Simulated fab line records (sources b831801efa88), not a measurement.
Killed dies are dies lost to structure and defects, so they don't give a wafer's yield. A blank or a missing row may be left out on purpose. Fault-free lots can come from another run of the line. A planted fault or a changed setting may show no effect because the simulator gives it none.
fab line records ; flow sky130
record lots=5; wafers=15; lastDay=50
route steps=708 shown RES_PROTECT@214 POLY_GATE@217 PAD_OPEN@708
lots that met no fault: taken from a fault-free run of the same line
startH: the number of hours between the record's first day and the start of the first shown wafer of the lot ; waitH: how many hours have passed since the lot's step before this one ; " same as the row above ; L1.1+2: one row covering several wafers at once ; - either no value or no given start ; * or withheld: withheld ; < > ~ a bound
route shown NAME@n: names a module that has steps shown in the file, with the first one's number in the route ; usual: average and standard deviation across the fault-free wafers ; same: alike in all rows ; chamber/n: place in a boat ; sites: the reading at each site ; _std_site: how widely they spread, as a standard deviation ; _edge_site: inner sites' mean taken away from outer sites' mean ; radiusMm: for every site, how far away it sits from the centre of the wafer ; mask NAME#n: copy n ; behind: tool/chamber where the wafer was last shaped ; hold: why the lot was held/for how many hours/how that ended ; device: whichever transistor did not switch (one of n, p or np) ; end of line: tests run on the same wafers once the route is complete ; step lacking rows: just its recipe ; killed: count of dies lost to structure and defects at first sort (not the wafer's yield) ; map: a wafer's dies, x killed, . not, _ none there
set.NAME: the setting as run; set.NAME@STEP: as run at that earlier step ; model.NAME: the simulator's own value behind a step, which no gauge read
lots at some steps of the route; a table a step, a row a wafer
services: a tool's chamber out of use, with start hour (startH, from the record's first day; less than 0 if before it), hours out, and reason
## steps
# step SKY_RES_PROTECT_STRIP_07
# recipe chemistry=O2/N2; powerW=1400; pressureMtorr=1500; platenTempC=withheld; o2FlowSccm=3000; n2FlowSccm=300; overashFraction=0.5
# usual drypumpMotorCurrentA=6.0/0.59; oesProductAu=0.517/0.0043; stripTimeToEndpointS=23.29/0.055
lot.wafer;tool;chamber;startH;waitH;drypumpMotorCurrentA;oesProductAu;rfHoursCounterH;stripTimeToEndpointS
L137.2;plasmaAsher-03;0;377.20;0.1;6.0;0.521;69;23.30
L137.3;plasmaAsher-03;1;377.20;0.1;6.6;0.518;-;23.23
L137.4;plasmaAsher-03;0;377.20;0.1;6.0;0.518;-;23.29
L144.2;plasmaAsher-01;0;439.69;0.1;6.6;0.523;33;23.34
L144.3;plasmaAsher-01;0;439.69;0.1;6.6;0.517;-;23.38
L144.6;plasmaAsher-01;1;439.69;0.1;5.0;0.518;-;23.39
L149.1;plasmaAsher-02;1;485.00;0.1;6.2;0.520;67;23.30
L149.2;plasmaAsher-02;0;485.00;0.1;5.9;0.515;67;23.32
L149.3;plasmaAsher-02;1;485.00;0.1;6.2;0.511;-;23.35
L150.1;plasmaAsher-01;1;503.91;0.1;4.9;0.517;39;23.36
L150.3;plasmaAsher-01;1;503.91;0.1;5.0;0.521;-;23.28
L150.6;plasmaAsher-01;0;503.91;0.1;6.5;0.520;-;23.31
L154.1;plasmaAsher-03;1;538.24;0.1;6.5;0.518;11;23.40
L154.4;plasmaAsher-03;1;538.24;0.1;6.6;0.518;-;23.42
L154.6;plasmaAsher-03;1;538.24;0.1;6.6;0.516;-;23.44
# step SKY_RES_PROTECT_TW_MEAS_08
# usual POLY_GATE_TW=4014/45
lot.wafer;tool;chamber;startH;waitH;POLY_GATE_TW
L137.2;filmMetro-04;-;377.31;0.1;4042
L137.3;filmMetro-04;-;377.31;0.1;4061
L137.4;filmMetro-04;-;377.31;0.1;4035
L144.2;filmMetro-02;-;439.80;0.1;3966
L144.3;filmMetro-02;-;439.80;0.1;3969
L144.6;filmMetro-02;-;439.80;0.1;3975
L149.1;filmMetro-02;-;485.10;0.1;3995
L149.2;filmMetro-02;-;485.10;0.1;3985
L149.3;filmMetro-02;-;485.10;0.1;3983
L150.1;filmMetro-02;-;504.01;0.1;3954
L150.3;filmMetro-02;-;504.01;0.1;3971
L150.6;filmMetro-02;-;504.01;0.1;3943
L154.1;filmMetro-04;-;538.34;0.1;4081
L154.4;filmMetro-04;-;538.34;0.1;4069
L154.6;filmMetro-04;-;538.34;0.1;4077
# step SKY_RES_PROTECT_CLEAN_09
# recipe chemistry=SC1/SC2; mix=1:4:20; tempC=70; timeS=150; dry=n2Spin
# step SKY_POLY_GATE_CVD_03
# recipe material=Si3N4; precursor=DCS/NH3; targetThkNm=75; tempC=770; timeS=1290; pressureMtorr=250
# step SKY_POLY_GATE_THK_MEAS_04
# recipe reads=Si3N4_of_POLY_GATE_CVD_03
# usual POLY_GATE_CVD_03_THK=74.8/0.69
lot.wafer;tool;chamber;startH;waitH;POLY_GATE_CVD_03_THK[nm]
L137.2;filmMetro-02;-;378.78;0.0;74.1
L137.3;filmMetro-02;-;378.78;0.0;75.2
L137.4;filmMetro-02;-;378.78;0.0;74.7
L144.2;filmMetro-04;-;442.05;0.0;74.8
L144.3;filmMetro-04;-;442.05;0.0;75.1
L144.6;filmMetro-04;-;442.05;0.0;75.0
L149.1;filmMetro-02;-;486.56;0.0;75.0
L149.2;filmMetro-02;-;486.56;0.0;75.0
L149.3;filmMetro-02;-;486.56;0.0;75.8
L150.1;filmMetro-03;-;505.48;0.0;74.6
L150.3;filmMetro-03;-;505.48;0.0;75.0
L150.6;filmMetro-03;-;505.48;0.0;75.0
L154.1;filmMetro-04;-;540.00;0.0;74.8
L154.4;filmMetro-04;-;540.00;0.0;74.3
L154.6;filmMetro-04;-;540.00;0.0;74.5
# step SKY_POLY_GATE_DEHYDRATE_05
# recipe tempC=200; timeS=60
# step SKY_POLY_GATE_HMDS_06
# recipe primeTimeS=60; primeTempC=120
# step SKY_POLY_GATE_COAT_07
# recipe resist=BARC; tempC=withheld; timeS=withheld; spinRpm=3000; resistThkNm=110
# step SKY_POLY_GATE_COAT_08
# recipe resist=KrF-thick; spinRpm=3000; resistThkNm=450
# step SKY_POLY_GATE_SOFTBAKE_09
# recipe tempC=100; timeS=90; resist=KrF-thick
# step SKY_POLY_GATE_EXPOSE_10
# recipe maskId=P1M; na=0.68; sourceShape=conventional; sigmaOuter=0.6; targetCdNm=150; doseMj=28
# step SKY_POLY_GATE_PEB_11
# recipe pebTempC=withheld; pebTimeS=withheld; resist=KrF-thick
# step SKY_POLY_GATE_DEVELOP_12
# recipe developTimeS=60; resist=KrF-thick; devTempC=21
# usual exhaustPa=44.7/0.96; resistLineTempC=23.03/0.098
lot.wafer;tool;chamber;startH;waitH;exhaustPa;resistLineTempC
L137.2;lithoTrack-04;0;408;-;46.1;22.92
L137.3;lithoTrack-04;0;408;-;46.6;22.99
L137.4;lithoTrack-04;0;408;-;44.8;22.89
L144.2;lithoTrack-02;0;473;-;43.3;23.15
L144.3;lithoTrack-02;0;473;-;44.9;23.17
L144.6;lithoTrack-02;0;473;-;43.8;23.10
L149.1;lithoTrack-01;0;518;-;44.6;23.13
L149.2;lithoTrack-01;0;518;-;44.6;23.09
L149.3;lithoTrack-01;0;518;-;43.6;23.11
L150.1;lithoTrack-01;0;536;-;43.2;23.07
L150.3;lithoTrack-01;0;536;-;42.7;22.92
L150.6;lithoTrack-01;0;536;-;44.9;23.16
L154.1;lithoTrack-02;0;569;-;45.5;22.99
L154.4;lithoTrack-02;0;569;-;45.7;22.95
L154.6;lithoTrack-02;0;569;-;44.1;23.02
# step SKY_POLY_GATE_CD_MEAS_13
# recipe targetCdNm=150
# usual cdNm=150.3/1.2
lot.wafer;tool;chamber;startH;waitH;cdNm
L137.2;cdSem-02;-;408.22;-;150.3
L137.3;cdSem-02;-;408.22;-;151.1
L137.4;cdSem-02;-;408.22;-;148.4
L144.2;cdSem-02;-;473.23;-;148.4
L144.3;cdSem-02;-;473.23;-;149.2
L144.6;cdSem-02;-;473.23;-;144.7
L149.1;cdSem-02;-;518.39;-;149.5
L149.2;cdSem-02;-;518.39;-;150.4
L149.3;cdSem-02;-;518.39;-;149.6
L150.1;cdSem-01;-;536.49;-;150.6
L150.3;cdSem-01;-;536.49;-;150.6
L150.6;cdSem-01;-;536.49;-;150.2
L154.1;cdSem-01;-;569.21;-;149.1
L154.4;cdSem-01;-;569.21;-;148.1
L154.6;cdSem-01;-;569.21;-;148.6
# step SKY_POLY_GATE_OVL_MEAS_14
# usual POLY_GATE_OVL=1/5.7
lot.wafer;tool;chamber;startH;waitH;POLY_GATE_OVL[nm]
L137.2;overlay-01;-;408.32;0.1;1
L137.3;overlay-01;-;408.32;0.1;3
L137.4;overlay-01;-;408.32;0.1;3
L144.2;overlay-02;-;473.34;0.1;-12
L144.3;overlay-02;-;473.34;0.1;-9
L144.6;overlay-02;-;473.34;0.1;-8
L149.1;overlay-02;-;518.51;0.1;1
L149.2;overlay-02;-;518.51;0.1;3
L149.3;overlay-02;-;518.51;0.1;8
L150.1;overlay-01;-;536.61;0.1;0
L150.3;overlay-01;-;536.61;0.1;8
L150.6;overlay-01;-;536.61;0.1;-1
L154.1;overlay-02;-;569.33;0.1;6
L154.4;overlay-02;-;569.33;0.1;2
L154.6;overlay-02;-;569.33;0.1;12
# step SKY_POLY_GATE_ETCH_15
# recipe chemistry=N2/H2; target=BARC; ionEnergyEv=200; sourceW=500; biasW=100; pressureMtorr=30; n2FlowSccm=100; h2FlowSccm=200; stopOn=SiO2; timeS=118.5; targetDepthA=1100
# usual drypumpMotorCurrentA=5.9/0.46; oesProductAu=0.716/0.005; throttleValvePct=13.213/0.0093
lot.wafer;tool;chamber;startH;waitH;drypumpMotorCurrentA;oesProductAu;rfHoursCounterH;throttleValvePct;model.POLY_GATE.cdNm
L137.2;rieDiel-02;2;408.35;0.0;5.9;0.725;93;13.218;149.8
L137.3;rieDiel-02;1;408.35;0.0;6.2;0.718;20;13.204;150.4
L137.4;rieDiel-02;0;408.35;0.0;5.7;0.715;23;13.212;147.4
L144.2;rieDiel-02;0;473.37;0.0;5.7;0.706;25;13.218;149.1
L144.3;rieDiel-02;1;473.37;0.0;6.2;0.715;21;13.222;148.3
L144.6;rieDiel-02;2;473.37;0.0;5.9;0.713;-;13.228;145.1
L149.1;rieDiel-04;0;518.55;0.0;6.0;0.712;79;13.212;146.6
L149.2;rieDiel-04;1;518.55;0.0;5.7;0.718;83;13.202;148.3
L149.3;rieDiel-04;3;518.55;0.0;6.3;0.714;10;13.208;147.1
L150.1;rieDiel-03;1;536.65;0.0;6.5;0.722;0;13.220;149.8
L150.3;rieDiel-03;0;536.65;0.0;6.6;0.710;74;13.225;148.5
L150.6;rieDiel-03;2;536.65;0.0;5.6;0.721;-;13.213;148.1
L154.1;rieDiel-03;2;569.37;0.0;5.6;0.712;6;13.211;149.6
L154.4;rieDiel-03;3;569.37;0.0;5.4;0.722;8;13.224;150.1
L154.6;rieDiel-03;3;569.37;0.0;5.4;0.722;-;13.205;150.2
# step SKY_POLY_GATE_ETCH_16
# recipe stopOn=poly-Si; chemistry=CH3F/O2; target=Si3N4; sourceW=400; biasW=80; pressureMtorr=25; ch3fFlowSccm=40; O2_flow_sccm=30; timeS=147.5; targetDepthA=750
# usual O2_flow_sccm=30.01/0.088; drypumpMotorCurrentA=5.9/0.46; oesProductAu=0.640/0.0055; throttleValvePct=10.534/0.0099
lot.wafer;tool;chamber;startH;waitH;O2_flow_sccm;drypumpMotorCurrentA;oesProductAu;rfHoursCounterH;throttleValvePct
L137.2;rieDiel-02;2;408.44;0.0;30.01;5.9;0.636;93;10.517
L137.3;rieDiel-02;1;408.44;0.0;30.14;6.2;0.639;20;10.532
L137.4;rieDiel-02;0;408.44;0.0;29.96;5.7;0.635;24;10.520
L144.2;rieDiel-02;0;473.45;0.0;29.92;5.7;0.635;25;10.538
L144.3;rieDiel-02;1;473.45;0.0;29.96;6.2;0.645;21;10.530
L144.6;rieDiel-02;2;473.45;0.0;29.94;5.9;0.640;-;10.521
L149.1;rieDiel-04;0;518.63;0.0;29.84;6.0;0.646;79;10.531
L149.2;rieDiel-04;1;518.63;0.0;29.99;5.7;0.639;83;10.541
L149.3;rieDiel-04;3;518.63;0.0;30.08;6.3;0.639;10;10.538
L150.1;rieDiel-03;1;536.73;0.0;30.05;6.5;0.640;0;10.529
L150.3;rieDiel-03;0;536.73;0.0;30.16;6.5;0.640;74;10.538
L150.6;rieDiel-03;2;536.73;0.0;30.10;5.6;0.635;-;10.519
L154.1;rieDiel-03;2;569.45;0.0;30.11;5.6;0.637;6;10.524
L154.4;rieDiel-03;3;569.45;0.0;29.95;5.4;0.641;8;10.533
L154.6;rieDiel-03;3;569.45;0.0;29.97;5.4;0.636;-;10.551
# step SKY_POLY_GATE_ETCH_17
# recipe targetDepthNm=180; stopOn=SiO2; overEtchFrac=0.56667; chemistry=HBr/Cl2; target=poly-Si; icpW=400; biasW=100; pressureMtorr=10; HBr_flow_sccm=150; Cl2_flow_sccm=50; timeS=70.5
# usual drypumpMotorCurrentA=5.7/0.31; oesProductAu=0.983/0.0052; throttleValvePct=33.684/0.0089
lot.wafer;tool;chamber;startH;waitH;drypumpMotorCurrentA;oesProductAu;rfHoursCounterH;throttleValvePct;model.POLY_GATE.cdNm
L137.2;rieSi-02;3;408.53;0.0;5.2;0.980;6;33.690;149.1
L137.3;rieSi-02;0;408.53;0.0;5.9;0.974;64;33.685;150.9
L137.4;rieSi-02;2;408.53;0.0;6.3;0.983;1;33.675;148.2
L144.2;rieSi-01;0;473.55;0.0;5.5;0.992;4;33.683;150.6
L144.3;rieSi-01;3;473.55;0.0;5.8;0.982;2;33.688;150
L144.6;rieSi-01;2;473.55;0.0;5.7;0.987;-;33.665;145.3
L149.1;rieSi-02;2;518.73;0.0;6.3;0.982;2;33.692;147.6
L149.2;rieSi-02;0;518.73;0.0;5.9;0.981;0;33.670;147.8
L149.3;rieSi-02;3;518.73;0.0;5.2;0.990;7;33.667;145.9
L150.1;rieSi-01;3;536.83;0.0;5.8;0.981;2;33.686;151.5
L150.3;rieSi-01;1;536.83;0.0;5.6;0.992;5;33.684;147.8
L150.6;rieSi-01;1;536.83;0.0;5.7;0.983;-;33.695;148.2
L154.1;rieSi-01;0;569.55;0.0;5.5;0.981;4;33.698;148.3
L154.4;rieSi-01;2;569.55;0.0;5.7;0.984;2;33.688;150.6
L154.6;rieSi-01;0;569.55;0.0;5.5;0.987;-;33.672;149.4
# step SKY_POLY_GATE_STRIP_18
# recipe chemistry=O2/N2; powerW=1400; pressureMtorr=1500; platenTempC=withheld; o2FlowSccm=3000; n2FlowSccm=300; overashFraction=0.5
# usual drypumpMotorCurrentA=5.8/0.42; oesProductAu=0.362/0.0047; stripTimeToEndpointS=3.19/0.031
lot.wafer;tool;chamber;startH;waitH;drypumpMotorCurrentA;oesProductAu;rfHoursCounterH;stripTimeToEndpointS
L137.2;plasmaAsher-02;1;408.59;0.0;6.2;0.363;59;3.20
L137.3;plasmaAsher-02;1;408.59;0.0;6.2;0.368;-;3.14
L137.4;plasmaAsher-02;0;408.59;0.0;5.9;0.368;-;3.20
L144.2;plasmaAsher-02;1;473.60;0.0;6.2;0.365;66;3.18
L144.3;plasmaAsher-02;0;473.60;0.0;5.9;0.370;-;3.15
L144.6;plasmaAsher-02;1;473.60;0.0;6.2;0.361;-;3.13
L149.1;plasmaAsher-02;0;518.78;0.0;5.9;0.358;70;3.20
L149.2;plasmaAsher-02;1;518.78;0.0;6.2;0.367;70;3.21
L149.3;plasmaAsher-02;0;518.78;0.0;5.9;0.370;-;3.18
L150.1;plasmaAsher-04;1;536.88;0.0;5.5;0.369;84;3.25
L150.3;plasmaAsher-04;1;536.88;0.0;5.5;0.358;-;3.19
L150.6;plasmaAsher-04;0;536.88;0.0;5.3;0.356;-;3.21
L154.1;plasmaAsher-02;1;569.60;0.0;6.2;0.358;75;3.22
L154.4;plasmaAsher-02;0;569.60;0.0;5.9;0.370;-;3.19
L154.6;plasmaAsher-02;1;569.60;0.0;6.2;0.360;-;3.22
# step SKY_PAD_OPEN_PROBE_99
# usual killed_at_M0_to_M3=45/7.3; killed_at_M4_up=3.1/1.7; killedAtContacts=25/5.1; killedAtFrontEnd=15/4.5; killedAtOther=0.3/0.56; killedDies=88/9.4; killedOpen=47/6.6; killedShort=40/6.9
# same grossDies=492; killedAtBackSide=0
lot.wafer;tool;chamber;startH;waitH;killed_at_M0_to_M3;killed_at_M4_up;killedAtContacts;killedAtFrontEnd;killedAtOther;killedDies;killedOpen;killedShort;model.etest.resPoly.lineOhmUm;model.etest.resXhighPo.widthNm;model.etest.resPoly.widthNm;model.etest.resHighPo.widthNm;model.etest.ring_1v8.delayPs
L137.2;prober-01;-;1101.51;0.1;50;2;33;11;0;96;50;46;509.3;349.4;92.98;348.2;20.95
L137.3;prober-01;-;1101.56;0.2;45;3;17;21;0;86;48;38;518.1;350.6;95.03;351.7;21.75
L137.4;prober-01;-;1101.61;0.2;44;3;22;8;0;77;43;34;521.3;350.5;92.09;347.9;21.09
L144.2;prober-01;-;1144.94;0.1;45;2;21;23;0;91;43;48;509.7;350.4;94.97;351.6;21.05
L144.3;prober-01;-;1144.99;0.2;41;6;23;17;0;87;44;43;511.4;350.1;94.16;350.7;21.12
L144.6;prober-01;-;1145.14;0.2;41;5;26;8;0;80;47;33;531.5;346.8;88.9;343.6;20.23
L149.1;prober-02;-;1168.82;0.1;37;4;22;16;0;79;48;31;528.5;345.5;91.68;347.8;20.64
L149.2;prober-02;-;1168.87;0.1;49;3;22;9;0;83;51;32;528.7;347.3;91.83;347.3;21.01
L149.3;prober-02;-;1168.92;0.2;39;2;29;17;0;87;53;34;556.9;344.1;89.91;345.6;20.49
L150.1;prober-01;-;1179.92;0.1;46;6;18;16;1;87;41;45;505.7;351.6;94.77;354.1;21.58
L150.3;prober-01;-;1180.02;0.2;52;2;28;16;1;99;57;42;524.1;347.2;91.36;346.1;21.11
L150.6;prober-01;-;1180.17;0.2;47;1;25;18;1;92;49;43;518.7;347.8;91.89;347.6;20.93
L154.1;prober-01;-;1196.66;0.1;42;3;25;11;1;82;42;40;520.2;349.1;92.08;348.6;20.68
L154.4;prober-01;-;1196.81;0.2;40;2;25;13;0;80;45;34;505.7;349.6;93.99;350.2;20.92
L154.6;prober-01;-;1196.91;0.2;46;3;26;12;2;89;41;47;516.8;348.6;93.46;348.9;20.72
# killed by level:class
L137.2 LI_CONTACT:geometricParticle:open=12 VIA1:geometricParticle:open=9 CONTACT:geometricParticle:open=8 VIA3:geometricParticle:open=8 VIA1:geometricParticle:short=7 METAL2:geometricParticle:short=6 METAL1:geometricParticle:short=5 CONTACT:geometricParticle:short=5
L137.3 VIA1:geometricParticle:open=13 POLY_GATE:geometricParticle:open=8 VIA2:geometricParticle:open=7 FIELD_ISO:geometricParticle:short=5 METAL1:geometricParticle:short=5 METAL2:geometricParticle:short=5 VIA3:geometricParticle:open=5 LI_CONTACT:geometricParticle:short=4
L137.4 CONTACT:geometricParticle:open=13 VIA1:geometricParticle:open=9 VIA3:geometricParticle:open=9 METAL2:geometricParticle:short=6 VIA1:geometricParticle:short=4 VIA2:geometricParticle:short=4 VIA2:geometricParticle:open=4 FIELD_ISO:geometricParticle:short=3
L144.2 VIA2:geometricParticle:open=9 CONTACT:geometricParticle:open=8 POLY_GATE:geometricParticle:short=7 FIELD_ISO:geometricParticle:short=6 VIA1:geometricParticle:short=6 METAL2:geometricParticle:short=6 VIA3:geometricParticle:open=6 VIA2:geometricParticle:short=5
L144.3 METAL1:geometricParticle:short=8 CONTACT:geometricParticle:open=7 LI_CONTACT:geometricParticle:open=7 VIA1:geometricParticle:open=7 VIA2:geometricParticle:open=5 CONTACT:geometricParticle:short=5 METAL2:geometricParticle:short=5 METAL4:geometricParticle:short=5
L144.6 CONTACT:geometricParticle:open=9 LI_CONTACT:geometricParticle:open=8 VIA1:geometricParticle:open=7 METAL2:geometricParticle:short=7 VIA2:geometricParticle:open=7 VIA3:geometricParticle:open=6 POLY_GATE:geometricParticle:short=4 LOCAL_INTERCONNECT:geometricParticle:short=4
L149.1 LI_CONTACT:geometricParticle:open=10 VIA3:geometricParticle:open=8 CONTACT:geometricParticle:open=6 VIA1:geometricParticle:short=6 VIA2:geometricParticle:open=5 VIA1:geometricParticle:open=5 POLY_GATE:geometricParticle:open=4 POLY_GATE:geometricParticle:short=4
L149.2 VIA1:geometricParticle:open=13 LI_CONTACT:geometricParticle:open=8 CONTACT:geometricParticle:open=8 VIA2:geometricParticle:open=6 VIA3:geometricParticle:open=5 METAL1:geometricParticle:short=4 VIA3:geometricParticle:short=4 FIELD_ISO:geometricParticle:open=3
L149.3 VIA1:geometricParticle:open=11 LI_CONTACT:geometricParticle:open=10 CONTACT:geometricParticle:open=9 VIA3:geometricParticle:open=7 FIELD_ISO:geometricParticle:short=6 FIELD_ISO:geometricParticle:open=5 VIA1:geometricParticle:short=4 LOCAL_INTERCONNECT:geometricParticle:short=4
L150.1 VIA3:geometricParticle:open=9 CONTACT:geometricParticle:open=8 VIA2:geometricParticle:open=6 METAL2:geometricParticle:short=6 METAL4:geometricParticle:short=6 POLY_GATE:geometricParticle:open=5 METAL1:geometricParticle:short=5 VIA1:geometricParticle:short=5
L150.3 VIA3:geometricParticle:open=16 CONTACT:geometricParticle:open=10 LI_CONTACT:geometricParticle:open=9 METAL2:geometricParticle:short=9 METAL1:geometricParticle:short=7 VIA1:geometricParticle:open=7 FIELD_ISO:geometricParticle:open=5 VIA2:geometricParticle:open=4
L150.6 CONTACT:geometricParticle:open=12 VIA2:geometricParticle:open=10 FIELD_ISO:geometricParticle:short=8 LI_CONTACT:geometricParticle:open=7 METAL2:geometricParticle:short=7 VIA1:geometricParticle:short=6 VIA1:geometricParticle:open=6 VIA3:geometricParticle:open=6
L154.1 LI_CONTACT:geometricParticle:open=10 VIA1:geometricParticle:open=9 METAL1:geometricParticle:short=8 CONTACT:geometricParticle:open=7 VIA2:geometricParticle:short=5 CONTACT:geometricParticle:short=4 VIA1:geometricParticle:short=3 VIA3:geometricParticle:open=3
L154.4 CONTACT:geometricParticle:open=12 VIA2:geometricParticle:open=9 LI_CONTACT:geometricParticle:open=9 METAL2:geometricParticle:short=6 POLY_GATE:geometricParticle:open=4 POLY_GATE:geometricParticle:short=4 VIA1:geometricParticle:short=4 METAL1:geometricParticle:short=4
L154.6 VIA1:geometricParticle:open=12 CONTACT:geometricParticle:open=11 METAL2:geometricParticle:short=9 METAL1:geometricParticle:short=5 VIA3:geometricParticle:open=5 FIELD_ISO:geometricParticle:short=4 LI_CONTACT:geometricParticle:open=4 LOCAL_INTERCONNECT:geometricParticle:short=4
## services
tool;chamber;startH;hours;kind
plasmaAsher-04;-;362.96;6.6;repair
rieDiel-02;0;364.60;5.9;repair
plasmaAsher-03;-;370.19;6.8;repair
plasmaAsher-02;-;380.16;2.7;repair
rieDiel-02;1;388.87;9.0;repair
rieSi-01;3;388.89;29.9;repair
plasmaAsher-03;-;395.60;14.6;pm
rieDiel-03;2;416.59;5.8;repair
plasmaAsher-03;-;421.25;9.0;pm
plasmaAsher-01;-;421.54;2.8;pm
rieSi-01;0;429.29;2.9;repair
rieDiel-02;-;450.16;1.6;repair
rieDiel-04;1;480.81;5.9;repair
rieDiel-02;2;487.76;-;clean
rieDiel-02;2;487.76;31.6;scheduledDown
rieDiel-02;2;487.76;31.6;ventCycle
rieDiel-03;0;487.92;5.3;repair
rieDiel-03;1;509.48;-;clean
rieDiel-03;1;509.48;17.5;scheduledDown
rieSi-02;1;517.39;2.2;repair
rieSi-01;0;522.96;15.4;repair
rieSi-02;2;527.38;10.9;repair
plasmaAsher-01;-;565.19;33.9;repair
rieDiel-03;1;567.80;1.3;repair
## key
firstSign step=SKY_POLY_GATE_CD_MEAS_13; reading=cdNm; direction=down; sigmas=4.6; usual=150.3; struck=144.7
effect none on later readings
modelEffect step=SKY_POLY_GATE_ETCH_15; value=POLY_GATE.cdNm; without=149.9; struck=145.1
modelEffect step=SKY_POLY_GATE_ETCH_17; value=POLY_GATE.cdNm; without=150.1; struck=145.3
modelEffect step=SKY_PAD_OPEN_PROBE_99; value=etest.resPoly.lineOhmUm; without=504.1; struck=531.5
metAt SKY_POLY_GATE_DEVELOP_12
struckWafers L144.6
testerLeftOut L144
fault kind=processParameterDrift; tool=lithoTrack-02; chamber=-; onsetH=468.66; steps=SKY_POLY_GATE_DEVELOP_12; channel=developTimeS; offset=*; shape=step; endH=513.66; scope=struckWafersOnly; actsIn=*; stated=*
# testerLeftOut: of these lots the tester's yield and bins aren't shown, on N5 and GAA mostly nor the transistor test; their killed dies are dies lost to structure and defects alone, not to doping, threshold or leakage, so they don't give the yield
